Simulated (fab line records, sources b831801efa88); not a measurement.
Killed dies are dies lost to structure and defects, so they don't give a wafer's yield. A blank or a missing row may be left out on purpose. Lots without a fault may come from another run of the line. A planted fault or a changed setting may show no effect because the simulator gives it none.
Which tool did it? | flow sky130 | 6 lots, 18 wafers sampled, at 1 step of a route of 708

WHAT THE GAUGES READ, wafer by wafer
SKY_VT_ADJUST_NCORE_OVL_MEAS_08.
lot  | measured     | on         | VT_ADJUST_NCORE_OVL (nm)
L643 | day 8 18:19  | overlay-01 | 0.6 1.1 -1.2
L645 | day 9 09:19  | overlay-01 | 1.3 1.5 -0.4
L647 | day 9 21:56  | overlay-02 | 1.8 1.0 0.9
L658 | day 13 06:49 | overlay-02 | 0.1 -0.4 0.1
L660 | day 14 01:31 | overlay-01 | -1.1 1.0 0.1
L664 | day 15 07:07 | overlay-02 | 0.7 1.4 0.7

WHICH TOOL RAN EACH LOT (tool, then ch and the chambers of the sampled wafers, then the start)
The record holds no process step before these readings.

THE ANSWER, worked out from the rows above alone
Rule: what is usual is taken from the lots themselves. Put in order of their means at a reading, lots are off if they are a third of the lots or fewer, leave a main group of 4 or more, and stand apart from it by a gap of 3 or more times the standard deviation of the main group's means; of several such gaps the widest counts. A main group whose means are all the same, to the digits that the tables above print for the reading, isn't used. A lot without any number at a reading at which 4 lots or more have one is off too. The other lots that the step has rows for count as sound.
No lot is off at any reading shown: from this, nothing can be told.

WHAT THE SIMULATOR HAD PUT IN
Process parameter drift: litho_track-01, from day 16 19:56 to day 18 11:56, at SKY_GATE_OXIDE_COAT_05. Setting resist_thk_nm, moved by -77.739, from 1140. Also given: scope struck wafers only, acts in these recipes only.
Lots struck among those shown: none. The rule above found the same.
